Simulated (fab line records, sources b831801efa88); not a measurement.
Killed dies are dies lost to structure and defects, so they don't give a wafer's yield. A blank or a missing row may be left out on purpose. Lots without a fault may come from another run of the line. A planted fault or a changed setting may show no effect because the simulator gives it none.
A struck lot beside a sound one | flow sky130 | 26 steps out of a route of 708
Sound: wafers L956.1, L956.3, L956.6. Struck: wafer L964.1. (L964.4 of the same lot was not struck and is left out.) The cause comes at the end.
At each step with rows: each side's tool, then ch and its chambers, then its first start. Under that, the readings that differ: sound wafers | struck wafers | difference of the means | sigmas: that difference in standard deviations of wafers without a fault.
alike: readings whose means differ by less than 2 such deviations, and words and numbers that are the same on both sides. not compared: withheld readings, readings that some wafer has no value for, bounds like >300 that may hide the same value, and numbers for which the record gives no deviation and whose values overlap.
The two part at a step that has a row with sigmas, a row that says differs or no value, or rows on one side only. Numbers that don't overlap but have no deviation are shown without sigmas and don't part them. A reading that every wafer of one side lacks parts them only if that side has two wafers or more.

first, 9 steps without rows for these wafers: SKY_LI_CONTACT_ETCH_14 (etches BARC in N2/H2, stops on SiO2, time 45.9 s, target depth 60 nm); SKY_LI_CONTACT_ETCH_15 (etches PSG in C4F8/O2/Ar, stops on Si, target depth 600 nm); SKY_LI_CONTACT_STRIP_16 (strips in O2/N2); SKY_LI_CONTACT_CLEAN_17 (cleans in NMP, time 600 s); SKY_LI_CONTACT_PRE_CLEAN_18 (time 5.6 s); SKY_LI_CONTACT_SPUTTER_19 (material Ti, target thk 20 nm, time 106.37 s); SKY_LI_CONTACT_SPUTTER_20 (material TiN, target thk 20 nm, time 80 s); SKY_LI_CONTACT_CVD_21 (deposits W, target thk 400 nm, time 120.56 s); SKY_LI_CONTACT_CMP_24 (polishes, stops on PSG, t overpolish 20 s, target thk 0 nm).
SKY_LOCAL_INTERCONNECT_SPUTTER_00: material TiN, target thk 100 nm, time 83.3 s.
  sound on pvd_sputter-02, day 33 00:26; struck on pvd_sputter-02, day 35 16:31
  reading                                                | sound             | struck | difference | sigmas
  model.TiN_of_LOCAL_INTERCONNECT_SPUTTER_00.thk_nm (nm) | 102.2 103.6 102.5 | 192.4  | +89.6      |
  alike: cathode_dc_power_W, chamber_pressure_pa, throttle_valve_pct
SKY_LOCAL_INTERCONNECT_RS_MEAS_01: measures by four-point-probe.
  sound on film_metro-03, day 33 00:29; struck on film_metro-01, day 35 16:35
  reading                            | sound             | struck | difference | sigmas
  LOCAL_INTERCONNECT_TIN_RS (ohm/sq) | 13.83 13.64 13.79 | 7.20   | -6.55      | -39
SKY_LOCAL_INTERCONNECT_THK_MEAS_02: measures by xrf.
  sound on film_metro-03, day 33 00:37; struck on film_metro-01, day 35 16:42
  reading                         | sound            | struck | difference | sigmas
  LOCAL_INTERCONNECT_TIN_THK (nm) | 99.8 101.2 100.9 | 190.0  | +89.4      | +81
then, 9 steps without rows for these wafers: SKY_LOCAL_INTERCONNECT_DEHYDRATE_03 (time 60 s); SKY_LOCAL_INTERCONNECT_HMDS_04 (prime time 60 s); SKY_LOCAL_INTERCONNECT_COAT_05 (resist thk 60 nm); SKY_LOCAL_INTERCONNECT_COAT_06 (resist thk 450 nm); SKY_LOCAL_INTERCONNECT_SOFTBAKE_07 (time 90 s); SKY_LOCAL_INTERCONNECT_EXPOSE_08 (exposes mask LI1M, target cd 170 nm); SKY_LOCAL_INTERCONNECT_PEB_09; SKY_LOCAL_INTERCONNECT_DEVELOP_10 (develop time 60 s); SKY_LOCAL_INTERCONNECT_ETCH_13 (etches BARC in N2/H2, stops on SiO2, time 45.9 s, target depth 60 nm).
SKY_LOCAL_INTERCONNECT_METAL_ETCH_14: etches TiN in Cl2/BCl3, stops on PSG, target depth 110 nm, time 31.4 s.
  sound on rie_metal-04 ch 0,1, day 34 03:31; struck on rie_metal-04 ch 1, day 36 18:41
  reading               | sound             | struck | difference | sigmas
  oes_product_au (a.u.) | 0.955 0.965 0.949 | 0.991  | +0.035     | +4
  alike: drypump_motor_current_A, throttle_valve_pct
  not compared: rf_hours_counter_h
then, 1 step without rows for these wafers: SKY_LOCAL_INTERCONNECT_STRIP_15 (strips in O2/N2).
SKY_LOCAL_INTERCONNECT_STRIP_16: strips in post etch residue remover, time 1200 s.
  sound on wet_bench-02 ch 0, day 34 03:40; struck on wet_bench-03 ch 1, day 36 18:50
  reading                                                | sound             | struck | difference | sigmas
  model.TiN_of_LOCAL_INTERCONNECT_SPUTTER_00.thk_nm (nm) | 101.8 103.1 102.1 | 191.9  | +89.6      |
  alike: bath_heat_duty_pct
then, 1 step without rows for these wafers: SKY_LOCAL_INTERCONNECT_CLEAN_17 (cleans in IPA, time 180 s).
-- the record jumps here: 14 days lie between the struck wafers' starts before and after (it left off in module LOCAL_INTERCONNECT and takes up again in module PAD_OPEN, whose first step shown is number 708 of the route) --
SKY_PAD_OPEN_PROBE_99:
  the record has rows for the struck wafers here (prober-02, day 50 08:25) and none for the sound ones

WHERE THEY PART
First at SKY_LOCAL_INTERCONNECT_RS_MEAS_01; last, within this record, at SKY_PAD_OPEN_PROBE_99.

WHY: what the simulator had put in
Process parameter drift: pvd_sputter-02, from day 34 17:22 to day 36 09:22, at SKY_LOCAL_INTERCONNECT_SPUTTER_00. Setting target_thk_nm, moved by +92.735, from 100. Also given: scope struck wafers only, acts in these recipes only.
